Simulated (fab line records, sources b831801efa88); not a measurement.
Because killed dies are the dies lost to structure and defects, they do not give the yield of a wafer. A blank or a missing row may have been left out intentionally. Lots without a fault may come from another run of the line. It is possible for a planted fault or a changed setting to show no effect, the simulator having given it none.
Matching of chambers | flow gf180mcu | GF_V4_CMP_26 on cmp-01: 4 sister chambers
The step polishes, stops on SiO2, t overpolish 15 s, target thk 0 nm. 18 wafers are shown with their chamber, then 9 later ones without.

## WAFERS, EACH WITH ITS CHAMBER
wafer  | chamber | motor current A (A) | time to endpoint s (s) | overpolish run s (s)
L856.1 | 1       | 9.2                 | 87                     | 14.989
L856.3 | 2       | 10.9                | 89                     | 14.991
L856.4 | 0       | 10.9                | 96                     | 15.005
L857.1 | 1       | 10.8                | 86                     | 15.002
L857.3 | 3       | 12.0                | 86                     | 14.990
L857.4 | 0       | 11.4                | 91                     | 15.000
L858.1 | 3       | 12.5                | 85                     | 15.013
L858.3 | 0       | 11.2                | 93                     | 14.992
L858.6 | 1       | 10.3                | 85                     | 15.011
L860.1 | 1       | 9.5                 | 80                     | 15.004
L860.4 | 2       | 11.4                | 80                     | 14.993
L860.6 | 0       | 11.5                | 87                     | 14.997
L866.1 | 1       | 10.2                | 81                     | 15.001
L866.5 | 1       | 9.8                 | 83                     | 15.006
L866.6 | 2       | 10.7                | 84                     | 14.996
L868.1 | 1       | 9.7                 | 82                     | 15.004
L868.2 | 0       | 11.8                | 95                     | 15.002
L868.6 | 1       | 10.3                | 84                     | 14.999

SIGNATURES, as means of the wafers listed above
reading            | chamber 0 | chamber 1 | chamber 2 | chamber 3 | scatter within a chamber
motor current A    | 11.360    | 9.975     | 11.000    | 12.250    | 0.44
time to endpoint s | 92.40     | 83.50     | 84.33     | 85.50     | 3.1
overpolish run s   | 14.99920  | 15.00200  | 14.99333  | 15.00150  | 0.00687
Rule: distance of a wafer from a chamber = root of the sum over the readings of ((wafer's reading minus chamber's mean) / reading's scatter) squared. If the next closest chamber is less than 2 further off than the closest, the wafer can't be placed; otherwise it belongs to the closest. The scatter is the square root of a quotient: the sum, over the shown wafers, of each reading's squared deviation from its chamber's mean, divided by wafers minus chambers.

## WAFERS WITH NO CHAMBER GIVEN
wafer  | motor current A (A) | time to endpoint s (s) | overpolish run s (s)
L870.3 | 9.9                 | 91                     | 14.995
L870.5 | 12.5                | 86                     | 14.995
L870.6 | 11.3                | 84                     | 15.000
L878.1 | 11.3                | 93                     | 14.990
L878.2 | 10.2                | 87                     | 14.994
L878.3 | 12.1                | 83                     | 15.001
L879.1 | 11.4                | 88                     | 15.012
L879.3 | 11.4                | 88                     | 14.994
L879.5 | 11.5                | 83                     | 15.010

## CHAMBER TAKEN BY EACH
wafer  | from the rows above               | in truth
L870.3 | can't be placed: 1 or 2 or 0      | 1
L870.5 | 3                                 | 3
L870.6 | can't be placed: 2 or 3 or 0 or 1 | 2
L878.1 | can't be placed: 0 or 2           | 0
L878.2 | can't be placed: 1 or 2 or 0      | 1
L878.3 | can't be placed: 3 or 2           | 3
L879.1 | can't be placed: 0 or 3 or 2 or 1 | 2
L879.3 | can't be placed: 2 or 0 or 3      | 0
L879.5 | can't be placed: 3 or 2 or 0 or 1 | 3
1 of 9 placed correctly. From these rows, 8 cannot be placed; in 8 the true chamber is one of the candidates. Number placed wrongly: 0.
